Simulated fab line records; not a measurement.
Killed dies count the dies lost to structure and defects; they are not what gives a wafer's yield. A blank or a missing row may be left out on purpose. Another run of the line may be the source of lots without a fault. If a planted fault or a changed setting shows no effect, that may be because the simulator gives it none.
fab line records | flow sky130
[record] lots = 11 | wafers = 33 | last_day = 50
route steps=708 shown VT_ADJUST_NCORE@127 POLY_GATE@229 LDD_HVP@287 LDD_LDN@296 PAD_OPEN@708
lots with no fault: from the same line, run without faults
start_h: the number of hours between the record's first day and the start of the first shown wafer of the lot | wait_h: hours from the lot's prior step to this one | " same as the row above | L1.1+2: a row that stands for several wafers | - no value, or no start given | * or withheld: withheld | < > ~ a bound
route shown NAME@n: names a module that has steps shown in the file, with the first one's number in the route | usual: average and standard deviation across the fault-free wafers | same: alike in all rows | chamber/n: place in a boat | sites: readings site by site | _std_site: the values' standard deviation | _edge_site: mean of outer sites minus mean of inner sites | radius_mm: for every site, how far away it sits from the centre of the wafer | mask NAME#n: copy n | behind: the most recent tool/chamber to have shaped the wafer | hold: why the lot was held/for how many hours/how that ended | device: the n, p or np transistor that did not switch | end of line: the tests these same wafers got at the end of their route | a step with no rows: only its recipe | killed: the dies lost at the first sort to structure and to defects; this is not the yield of the wafer | map: a wafer's dies, x killed, . not, _ none there
set.NAME: setting as actually run; set.NAME@STEP: the setting as run at that earlier step | model.NAME: the simulator's own value behind a step, which no gauge read
a sample of lots followed through the steps of the route, with each step as a table and each wafer as a row
services: from which hour (start_h, from the record's first day; less than 0 if before it) a tool's chamber was out of use, for how many hours, and why
[[steps]]
[step SKY_VT_ADJUST_NCORE_OVL_MEAS_08]
[usual] VT_ADJUST_NCORE_OVL = 1.4/1.4
lot.wafer | tool       | chamber | start_h | wait_h | VT_ADJUST_NCORE_OVL[nm]
L176.2    | overlay-01 | -       | 204.59  | 0.1    | -2.9
L176.5    | "          | -       | "       | "      | -2.4
L176.6    | "          | -       | "       | "      | -0.5
L177.1    | overlay-01 | -       | 209.05  | 0.1    | 1.3
L177.5    | "          | -       | "       | "      | 0.7
L177.6    | "          | -       | "       | "      | 0.8
L178.1    | overlay-02 | -       | 217.90  | 0.1    | 0.6
L178.2    | "          | -       | "       | "      | 3.1
L178.5    | "          | -       | "       | "      | 0.7
L180.2    | overlay-02 | -       | 236.46  | 0.1    | -0.7
L180.5    | "          | -       | "       | "      | 0.9
L180.6    | "          | -       | "       | "      | -0.2
L181.3    | overlay-01 | -       | 239.56  | 0.1    | 2.7
L181.4    | "          | -       | "       | "      | 0.6
L181.5    | "          | -       | "       | "      | 1.4
L183.3    | overlay-02 | -       | 253.00  | 0.1    | 1.2
L183.4    | "          | -       | "       | "      | 2.6
L183.5    | "          | -       | "       | "      | 1.9
L185.1    | overlay-02 | -       | 268.00  | 0.1    | 4.1
L185.5    | "          | -       | "       | "      | 3.7
L185.6    | "          | -       | "       | "      | 3.1
L188.3    | overlay-01 | -       | 292.10  | 0.1    | 0.4
L188.5    | "          | -       | "       | "      | -0.4
L188.6    | "          | -       | "       | "      | -0.5
L189.1    | overlay-01 | -       | 295.97  | 0.1    | 2.7
L189.2    | "          | -       | "       | "      | 3.0
L189.6    | "          | -       | "       | "      | 2.1
L195.1    | overlay-01 | -       | 346.60  | 0.1    | 0.3
L195.4    | "          | -       | "       | "      | 1.5
L195.6    | "          | -       | "       | "      | 0.9
L196.1    | overlay-01 | -       | 357.98  | 0.1    | 0.1
L196.4    | "          | -       | "       | "      | -0.9
L196.6    | "          | -       | "       | "      | 1.8
[step SKY_POLY_GATE_ETCH_15]
[recipe] chemistry = N2/H2 | target = BARC | ion_energy_ev = 200 | source_w = 500 | bias_w = 100 | pressure_mtorr = 30 | n2_flow_sccm = 100 | h2_flow_sccm = 200 | stop_on = SiO2 | time_s = 118.5 | target_depth_a = 1100
[usual] bias_w = 99.94/0.28 | drypump_motor_current_A = 5.8/0.31 | oes_product_au = 0.717/0.0046 | rf_fwd_power_W = 497.6/1.7 | throttle_valve_pct = 13.213/0.009
lot.wafer | tool        | chamber | start_h | wait_h | bias_w | drypump_motor_current_A | oes_product_au | rf_fwd_power_W | rf_hours_counter_h | throttle_valve_pct
L176.2    | rie_diel-02 | 1       | 408.04  | 0.0    | 100.29 | 6.0                     | 0.723          | 498.5          | 5                  | 13.207
L176.5    | "           | 2       | "       | "      | 100.20 | 5.8                     | 0.719          | 500.4          | -                  | 13.225
L176.6    | "           | 1       | "       | "      | 99.73  | 6.0                     | 0.716          | 497.7          | -                  | 13.218
L177.1    | rie_diel-03 | 0       | 410.97  | 0.0    | 100.14 | 6.1                     | 0.718          | 500.2          | 15                 | 13.223
L177.5    | "           | 3       | "       | "      | 99.98  | 5.2                     | 0.722          | 496.6          | -                  | 13.207
L177.6    | "           | 0       | "       | "      | 99.86  | 6.1                     | 0.720          | 496.7          | -                  | 13.219
L178.1    | rie_diel-02 | 1       | 421.65  | 0.0    | 100.40 | 6.0                     | 0.717          | 495.8          | 5                  | 13.217
L178.2    | "           | 2       | "       | "      | 99.77  | 5.7                     | 0.715          | 496.9          | 14                 | 13.227
L178.5    | "           | 2       | "       | "      | 100.44 | 5.7                     | 0.707          | 497.6          | -                  | 13.205
L181.3    | rie_diel-03 | 3       | 443.37  | 0.0    | 100.22 | 5.2                     | 0.724          | 498.4          | 0                  | 13.231
L181.4    | "           | 2       | "       | "      | 100.11 | 6.1                     | 0.710          | 497.4          | -                  | 13.202
L181.5    | "           | 3       | "       | "      | 100.39 | 5.2                     | 0.717          | 497.9          | -                  | 13.210
L180.2    | rie_diel-01 | 0       | 444.06  | 0.0    | 100.06 | 5.6                     | 0.717          | 494.9          | 0                  | 13.224
L180.5    | "           | 0       | "       | "      | 99.99  | 5.5                     | 0.709          | 496.2          | -                  | 13.221
L180.6    | "           | 1       | "       | "      | 100.03 | 5.4                     | 0.715          | 497.7          | -                  | 13.208
L183.3    | rie_diel-01 | 2       | 466.72  | 0.0    | 99.85  | 5.5                     | 0.713          | 494.9          | 6                  | 13.214
L183.4    | "           | 3       | "       | "      | 99.76  | 6.0                     | 0.719          | 498.8          | 65                 | 13.218
L183.5    | "           | 2       | "       | "      | 99.90  | 5.5                     | 0.717          | 496.0          | -                  | 13.202
L185.1    | rie_diel-02 | 1       | 481.32  | 0.0    | 100.02 | 6.0                     | 0.713          | 496.8          | 6                  | 13.209
L185.5    | "           | 3       | "       | "      | 99.66  | 6.2                     | 0.721          | 497.9          | -                  | 13.201
L185.6    | "           | 2       | "       | "      | 100.07 | 5.7                     | 0.723          | 497.2          | -                  | 13.204
L188.3    | rie_diel-02 | 3       | 508.41  | 0.0    | 100.44 | 6.2                     | 0.715          | 576.5          | 6                  | 13.223
L188.5    | "           | 2       | "       | "      | 100.25 | 5.7                     | 0.723          | 577.4          | -                  | 13.216
L188.6    | "           | 1       | "       | "      | 100.09 | 6.0                     | 0.718          | 576.6          | -                  | 13.217
L189.1    | rie_diel-02 | 2       | 512.61  | 0.0    | 100.24 | 5.8                     | 0.721          | 576.2          | 16                 | 13.228
L189.2    | "           | 3       | "       | "      | 100.21 | 6.2                     | 0.711          | 576.6          | 6                  | 13.217
L189.6    | "           | 1       | "       | "      | 100.48 | 6.0                     | 0.720          | 577.8          | -                  | 13.213
L195.1    | rie_diel-01 | 1       | 573.32  | 0.0    | 99.90  | 5.4                     | 0.718          | 498.7          | 17                 | 13.212
L195.4    | "           | 2       | "       | "      | 99.76  | 5.5                     | 0.722          | 498.0          | 7                  | 13.203
L195.6    | "           | 3       | "       | "      | 99.70  | 6.0                     | 0.711          | 497.1          | -                  | 13.217
L196.1    | rie_diel-02 | 3       | 582.79  | 0.0    | 99.70  | 6.2                     | 0.712          | 497.5          | 8                  | 13.213
L196.4    | "           | 2       | "       | "      | 100.04 | 5.8                     | 0.718          | 496.6          | -                  | 13.208
L196.6    | "           | 1       | "       | "      | 99.99  | 6.0                     | 0.714          | 496.6          | -                  | 13.233
[step SKY_POLY_GATE_STRIP_18]
[recipe] chemistry = O2/N2 | power_w = 1400 | pressure_mtorr = 1500 | platen_temp_c = withheld | o2_flow_sccm = 3000 | n2_flow_sccm = 300 | overash_fraction = 0.5
[usual] drypump_motor_current_A = 5.5/0.52 | o2_flow_sccm = 3001/8.8 | oes_product_au = 0.360/0.0048 | strip_time_to_endpoint_s = 3.160/0.03
lot.wafer | tool            | chamber | start_h | wait_h | drypump_motor_current_A | o2_flow_sccm | oes_product_au | rf_hours_counter_h | strip_time_to_endpoint_s
L176.2    | plasma_asher-03 | 0       | 408.27  | 0.0    | 4.9                     | 3003         | 0.361          | 71                 | 3.179
L176.5    | "               | 0       | "       | "      | 4.9                     | 2997         | 0.352          | -                  | 3.127
L176.6    | "               | 1       | "       | "      | 5.7                     | 3006         | 0.359          | -                  | 3.155
L177.1    | plasma_asher-03 | 1       | 411.21  | 0.0    | 5.7                     | 2986         | 0.359          | 71                 | 3.154
L177.5    | "               | 0       | "       | "      | 4.9                     | 2984         | 0.363          | -                  | 3.182
L177.6    | "               | 1       | "       | "      | 5.7                     | 2999         | 0.359          | -                  | 3.158
L178.1    | plasma_asher-04 | 0       | 421.89  | 0.0    | 6.2                     | 3006         | 0.363          | 60                 | 3.156
L178.2    | "               | 1       | "       | "      | 4.8                     | 3007         | 0.358          | 60                 | 3.113
L178.5    | "               | 1       | "       | "      | 4.8                     | 2999         | 0.350          | -                  | 3.137
L181.3    | plasma_asher-01 | 1       | 443.64  | 0.1    | 5.6                     | 3001         | 0.360          | -                  | 3.174
L181.4    | "               | 0       | "       | "      | 5.7                     | 2994         | 0.360          | -                  | 3.155
L181.5    | "               | 0       | "       | "      | 5.7                     | 2996         | 0.358          | -                  | 3.136
L180.2    | plasma_asher-01 | 1       | 444.30  | 0.0    | 5.6                     | 2999         | 0.361          | 33                 | 3.210
L180.5    | "               | 0       | "       | "      | 5.7                     | 3007         | 0.358          | -                  | 3.211
L180.6    | "               | 1       | "       | "      | 5.6                     | 3001         | 0.357          | -                  | 3.160
L183.3    | plasma_asher-01 | 1       | 466.99  | 0.1    | 5.6                     | 2998         | 0.366          | -                  | 3.247
L183.4    | "               | 0       | "       | "      | 5.7                     | 2985         | 0.350          | -                  | 3.156
L183.5    | "               | 0       | "       | "      | 5.8                     | 2992         | 0.361          | -                  | 3.215
L185.1    | plasma_asher-01 | 1       | 481.56  | 0.0    | 5.6                     | 3001         | 0.364          | 37                 | 3.158
L185.5    | "               | 1       | "       | "      | 5.6                     | 3022         | 0.356          | -                  | 3.120
L185.6    | "               | 0       | "       | "      | 5.7                     | 2995         | 0.359          | -                  | 3.157
L188.3    | plasma_asher-03 | 0       | 508.68  | 0.1    | 4.9                     | 3003         | 0.361          | -                  | 3.052
L188.5    | "               | 1       | "       | "      | 5.7                     | 2985         | 0.352          | -                  | 3.021
L188.6    | "               | 0       | "       | "      | 4.9                     | 3001         | 0.354          | -                  | 3.056
L189.1    | plasma_asher-03 | 1       | 512.85  | 0.0    | 5.7                     | 3019         | 0.350          | 8                  | 2.992
L189.2    | "               | 0       | "       | "      | 4.9                     | 3005         | 0.359          | 8                  | 3.013
L189.6    | "               | 1       | "       | "      | 5.7                     | 2999         | 0.353          | -                  | 3.029
L195.1    | plasma_asher-03 | 1       | 573.56  | 0.0    | 5.7                     | 3016         | 0.355          | 14                 | 3.167
L195.4    | "               | 1       | "       | "      | 5.7                     | 3014         | 0.366          | -                  | 3.169
L195.6    | "               | 1       | "       | "      | 5.7                     | 3020         | 0.367          | -                  | 3.184
L196.1    | plasma_asher-01 | 0       | 583.02  | 0.0    | 5.7                     | 3008         | 0.359          | 47                 | 3.135
L196.4    | "               | 0       | "       | "      | 5.8                     | 3005         | 0.358          | -                  | 3.121
L196.6    | "               | 1       | "       | "      | 5.6                     | 2989         | 0.367          | -                  | 3.160
[step SKY_LDD_HVP_STRIP_09]
[recipe] chemistry = O2/N2 | power_w = 1400 | pressure_mtorr = 1500 | platen_temp_c = withheld | o2_flow_sccm = 3000 | n2_flow_sccm = 300 | overash_fraction = 0.5
[usual] drypump_motor_current_A = 5.5/0.55 | o2_flow_sccm = 2999/8.9 | oes_product_au = 0.408/0.0041 | strip_time_to_endpoint_s = 4.135/0.014
lot.wafer | tool            | chamber | start_h | wait_h | drypump_motor_current_A | o2_flow_sccm | oes_product_au | rf_hours_counter_h | strip_time_to_endpoint_s
L176.2    | plasma_asher-03 | 1       | 537.12  | 0.1    | 5.7                     | 3016         | 0.409          | 11                 | 4.152
L176.5    | "               | 1       | "       | "      | 5.7                     | 3016         | 0.413          | -                  | 4.155
L176.6    | "               | 0       | "       | "      | 4.9                     | 3003         | 0.415          | -                  | 4.137
L177.1    | plasma_asher-04 | 1       | 539.34  | 0.1    | 4.8                     | 3002         | 0.411          | 72                 | 4.140
L177.5    | "               | 1       | "       | "      | 4.8                     | 3015         | 0.408          | -                  | 4.135
L177.6    | "               | 0       | "       | "      | 6.2                     | 2992         | 0.413          | -                  | 4.120
L178.1    | plasma_asher-03 | 1       | 549.50  | 0.1    | 5.7                     | 3007         | 0.405          | 12                 | 4.143
L178.2    | "               | 0       | "       | "      | 4.9                     | 3002         | 0.407          | 12                 | 4.140
L178.5    | "               | 1       | "       | "      | 5.7                     | 2999         | 0.409          | -                  | 4.136
L181.3    | plasma_asher-04 | 0       | 569.48  | 0.1    | 6.2                     | 2996         | 0.409          | -                  | 4.133
L181.4    | "               | 1       | "       | "      | 4.8                     | 2982         | 0.401          | -                  | 4.127
L181.5    | "               | 0       | "       | "      | 6.2                     | 2991         | 0.413          | -                  | 4.143
L180.2    | plasma_asher-03 | 1       | 569.54  | 0.1    | 5.7                     | 2994         | 0.404          | 14                 | 4.144
L180.5    | "               | 0       | "       | "      | 4.9                     | 3016         | 0.407          | -                  | 4.126
L180.6    | "               | 1       | "       | "      | 5.7                     | 3006         | 0.405          | -                  | 4.150
L183.3    | plasma_asher-01 | 1       | 592.25  | 0.1    | 5.6                     | 2994         | 0.409          | -                  | 4.133
L183.4    | "               | 0       | "       | "      | 5.7                     | 2993         | 0.411          | -                  | 4.156
L183.5    | "               | 1       | "       | "      | 5.6                     | 2992         | 0.412          | -                  | 4.160
L185.1    | plasma_asher-04 | 0       | 606.32  | 0.1    | 6.2                     | 2997         | 0.405          | 78                 | 4.123
L185.5    | "               | 0       | "       | "      | 6.2                     | 2999         | 0.405          | -                  | 4.136
L185.6    | "               | 1       | "       | "      | 4.8                     | 2986         | 0.406          | -                  | 4.114
L188.3    | plasma_asher-04 | 1       | 634.88  | 0.1    | 4.8                     | 2992         | 0.411          | -                  | 4.122
L188.5    | "               | 0       | "       | "      | 6.2                     | 3003         | 0.411          | -                  | 4.127
L188.6    | "               | 1       | "       | "      | 4.8                     | 2996         | 0.406          | -                  | 4.145
L189.1    | plasma_asher-03 | 1       | 636.84  | 0.1    | 5.7                     | 3010         | 0.408          | 21                 | 4.124
L189.2    | "               | 0       | "       | "      | 4.9                     | 3001         | 0.406          | 21                 | 4.141
L189.6    | "               | 0       | "       | "      | 4.9                     | 2995         | 0.405          | -                  | 4.142
L195.1    | plasma_asher-01 | 1       | 691.72  | 0.1    | 5.6                     | 2979         | 0.417          | 57                 | 4.142
L195.4    | "               | 1       | "       | "      | 5.6                     | 2983         | 0.409          | -                  | 4.129
L195.6    | "               | 0       | "       | "      | 5.7                     | 3017         | 0.408          | -                  | 4.147
L196.1    | plasma_asher-01 | 1       | 702.35  | 0.1    | 5.6                     | 2999         | 0.409          | 58                 | 4.122
L196.4    | "               | 1       | "       | "      | 5.6                     | 3008         | 0.412          | -                  | 4.129
L196.6    | "               | 1       | "       | "      | 5.6                     | 3008         | 0.406          | -                  | 4.120
[step SKY_LDD_LDN_OVL_MEAS_07]
[usual] LDD_LDN_OVL = -0.4/1.4
lot.wafer | tool       | chamber | start_h | wait_h | LDD_LDN_OVL[nm]
L176.2    | overlay-01 | -       | 566.79  | 0.1    | -1.9
L176.5    | "          | -       | "       | "      | -2.1
L176.6    | "          | -       | "       | "      | -0.8
L177.1    | overlay-02 | -       | 569.56  | 0.1    | -0.1
L177.5    | "          | -       | "       | "      | 0.7
L177.6    | "          | -       | "       | "      | -1.0
L178.1    | overlay-01 | -       | 579.40  | 0.1    | 0.8
L178.2    | "          | -       | "       | "      | -0.1
L178.5    | "          | -       | "       | "      | -1.2
L181.3    | overlay-02 | -       | 598.29  | 0.1    | 0.1
L181.4    | "          | -       | "       | "      | -0.6
L181.5    | "          | -       | "       | "      | 0.1
L180.2    | overlay-02 | -       | 598.59  | 0.1    | -0.5
L180.5    | "          | -       | "       | "      | -0.6
L180.6    | "          | -       | "       | "      | 0.5
L183.3    | overlay-01 | -       | 621.42  | 0.1    | -0.3
L183.4    | "          | -       | "       | "      | -1.2
L183.5    | "          | -       | "       | "      | -0.9
L185.1    | overlay-01 | -       | 635.26  | 0.1    | 2.2
L185.5    | "          | -       | "       | "      | 0.6
L185.6    | "          | -       | "       | "      | 0.6
L188.3    | overlay-01 | -       | 663.72  | 0.1    | -0.9
L188.5    | "          | -       | "       | "      | -0.9
L188.6    | "          | -       | "       | "      | -0.6
L189.1    | overlay-01 | -       | 665.68  | 0.1    | -2.1
L189.2    | "          | -       | "       | "      | -1.7
L189.6    | "          | -       | "       | "      | -0.9
L195.1    | overlay-02 | -       | 719.68  | 0.1    | 0.5
L195.4    | "          | -       | "       | "      | -0.7
L195.6    | "          | -       | "       | "      | -0.3
L196.1    | overlay-01 | -       | 730.45  | 0.1    | -2.7
L196.4    | "          | -       | "       | "      | -3.1
L196.6    | "          | -       | "       | "      | -3.1
[step SKY_PAD_OPEN_PROBE_99]
[usual] killed_at_M0_to_M3 = 43/7.2 | killed_at_M4_up = 3.0/2 | killed_at_contacts = 24/5.5 | killed_at_front_end = 15/4.2 | killed_at_other = 0.3/0.51 | killed_dies = 85/10 | killed_open = 46/7.3 | killed_short = 38/6.4
[same] gross_dies = 492 | killed_at_back_side = 0
lot.wafer | tool      | chamber | start_h | wait_h | killed_at_M0_to_M3 | killed_at_M4_up | killed_at_contacts | killed_at_front_end | killed_at_other | killed_dies | killed_open | killed_short
L188.6    | prober-02 | -       | 1172.08 | 0.2    | 43                 | 1               | 26                 | 18                  | 0               | 88          | 54          | 34
L189.6    | prober-01 | -       | 1174.33 | 0.2    | 40                 | 0               | 16                 | 18                  | 0               | 74          | 42          | 32
// killed by level:class
L188.6 CONTACT:geometric_particle:open=11 VIA1:geometric_particle:open=11 LI_CONTACT:geometric_particle:open=8 VIA1:geometric_particle:short=8 VIA3:geometric_particle:open=8 POLY_GATE:geometric_particle:short=6 FIELD_ISO:geometric_particle:short=4 FIELD_ISO:geometric_particle:open=4
L189.6 VIA1:geometric_particle:open=9 VIA2:geometric_particle:open=9 CONTACT:geometric_particle:open=7 VIA3:geometric_particle:open=6 FIELD_ISO:geometric_particle:open=5 METAL1:geometric_particle:short=5 FIELD_ISO:geometric_particle:short=4 POLY_GATE:geometric_particle:short=4
[[services]]
tool            | chamber | start_h | hours | kind
rie_diel-03     | -       | 397.20  | 0.4   | repair
rie_diel-03     | 1       | 405.00  | 4.2   | repair
plasma_asher-04 | -       | 414.44  | 2.8   | pm
plasma_asher-01 | -       | 418.91  | 2.3   | repair
plasma_asher-03 | -       | 421.25  | 9.0   | pm
rie_diel-03     | -       | 422.79  | 2.8   | pm
rie_diel-02     | -       | 430.79  | 0.7   | repair
plasma_asher-04 | -       | 441.30  | 0.4   | repair
rie_diel-03     | 1       | 442.85  | 3.8   | repair
rie_diel-01     | 2       | 444.78  | 4.5   | repair
rie_diel-03     | 0       | 480.96  | 4.8   | repair
rie_diel-01     | -       | 487.24  | 54.0  | repair
rie_diel-03     | -       | 502.09  | 0.9   | repair
rie_diel-02     | -       | 527.59  | 0.2   | repair
rie_diel-02     | 3       | 541.71  | 14.7  | repair
rie_diel-01     | 0       | 550.11  | 3.7   | repair
plasma_asher-03 | -       | 552.33  | 1.2   | repair
rie_diel-02     | 0       | 582.54  | 2.9   | repair
rie_diel-01     | 3       | 627.13  | 8.0   | repair
rie_diel-01     | 1       | 630.29  | 1.9   | repair
rie_diel-01     | -       | 649.59  | 0.8   | repair
rie_diel-01     | -       | 653.78  | 15.6  | pm
plasma_asher-01 | -       | 664.32  | 2.1   | repair
plasma_asher-03 | -       | 679.27  | 0.9   | repair
[[key]]
[first_sign] step = SKY_POLY_GATE_ETCH_15 | reading = rf_fwd_power_W | direction = up | sigmas = 46 | usual = 497.6 | struck = 576.8
[effect] step = SKY_POLY_GATE_STRIP_18 | reading = strip_time_to_endpoint_s | direction = down | sigmas = 4.5 | usual = * | struck = *
met_at SKY_POLY_GATE_ETCH_15
struck_lots L188,L189
tester_left_out L188,L189
not_acting_at SKY_VT_ADJUST_NCORE_OVL_MEAS_08,SKY_LDD_HVP_STRIP_09,SKY_LDD_LDN_OVL_MEAS_07
onset_between 481.32 508.41
[fault] kind = process_parameter_drift | tool = rie_diel-02 | chamber = - | onset_h = 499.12 | steps = SKY_POLY_GATE_ETCH_15 | channel = source_w | offset = 80 | shape = step | end_h = 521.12 | acts_in = these_recipes_only | stated = 500
// tester_left_out: of these lots the tester's yield and bins aren't shown, on N5 and GAA mostly nor the transistor test; their killed dies are dies lost to structure and defects alone, not to doping, threshold or leakage, so they don't give the yield
